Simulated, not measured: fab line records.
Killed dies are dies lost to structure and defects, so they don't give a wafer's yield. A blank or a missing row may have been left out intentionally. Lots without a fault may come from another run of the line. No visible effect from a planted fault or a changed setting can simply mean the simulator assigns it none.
2 desks looking at one fault | flow gf180mcu | numbers are kept per desk, each desk with only its own; the story behind them comes last

== METROLOGY DESK ==
What the gauges read, lot by lot, whatever tool the lot ran on: means of the sampled wafers that have a number. If a lot's mean is further than 4 standard deviations from the usual mean, the lot is out of limits and carries the mark OUT (the distance appears in the brackets).
Columns: A = M2_ALCU_RS at GF_M2_RS_MEAS_05, usual 0.0695 ohm/sq; B = V2_CVD_00_THK at GF_V2_THK_MEAS_01, usual 601 nm; C = V2_BOW at GF_V2_BOW_MEAS_05, usual 99 um; D = V2_OVL at GF_V2_OVL_MEAS_15, usual -3 nm
lot  | first seen here | A      | B   | C   | D
L261 | day 18 18:28    | 0.0688 | 604 | 91  | -3
L262 | day 19 02:34    | 0.0694 | 597 | 93  | 1
L264 | day 20 02:11    | 0.0689 | 609 | 110 | -5
L265 | day 20 19:20    | 0.0699 | 597 | 92  | -9
L266 | day 21 05:49    | 0.0707 | 603 | 101 | -10
L271 | day 22 22:16    | 0.0697 | 607 | 102 | -2
L276 | day 24 14:09    | 0.0695 | 602 | 95  | 1
L277 | day 24 19:04    | 0.0694 | 601 | 95  | -2
L278 | day 25 04:51    | 0.0691 | 598 | 90  | -8
L279 | day 25 05:46    | 0.0699 | 607 | 99  | -9
L281 | day 26 01:32    | 0.0690 | 595 | 97  | 1
L282 | day 26 01:42    | 0.0702 | 600 | 99  | -3
This desk found nothing out of limits on any of the 12 lots.

== FOR THE TOOL OWNER'S DESK: cmp-01 ==
The tool's own readings at GF_V2_CMP_04 (polishes SiO2): means of the sampled wafers that have a number, for each lot that ran on this tool. If a lot's mean is further than 4 standard deviations from the usual mean, the lot is out of limits and carries the mark OUT (the distance appears in the brackets).
Columns: A = motorCurrentA at GF_V2_CMP_04, usual 13.2 A; B = timeToEndpointS at GF_V2_CMP_04, usual 83 s
lot  | first seen here | A    | B
L262 | day 20 03:38    | 12.8 | 83
L264 | day 21 03:41    | 12.2 | 89
L265 | day 21 20:17    | 12.2 | 86
L271 | day 23 22:04    | 13.4 | 104 (+4.2) OUT
L278 | day 26 02:46    | 12.5 | 84
L281 | day 26 22:30    | 13.1 | 76
This desk finds L271 out of limits, L271 being first, at day 23 22:04 (timeToEndpointS at GF_V2_CMP_04). Within limits: L262, L264, L265, L278, L281.

== BROUGHT TOGETHER ==
At day 23 22:04, on L271, the tool owner's desk was in a position to raise an alarm.
At the metrology desk, nothing out of limits was observed.
The metrology desk has L271 on record, within its limits.
On cmp-01, each named lot ran GF_V2_CMP_04.

== WHAT THE SIMULATOR HAD PUT IN ==
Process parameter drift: cmp-01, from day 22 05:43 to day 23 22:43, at GF_V2_CMP_04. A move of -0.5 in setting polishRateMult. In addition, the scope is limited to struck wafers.
Lots struck among those shown: L271.
Delay in hours, fault start to first out-of-limits reading, by desk: the tool owner's desk at 40.
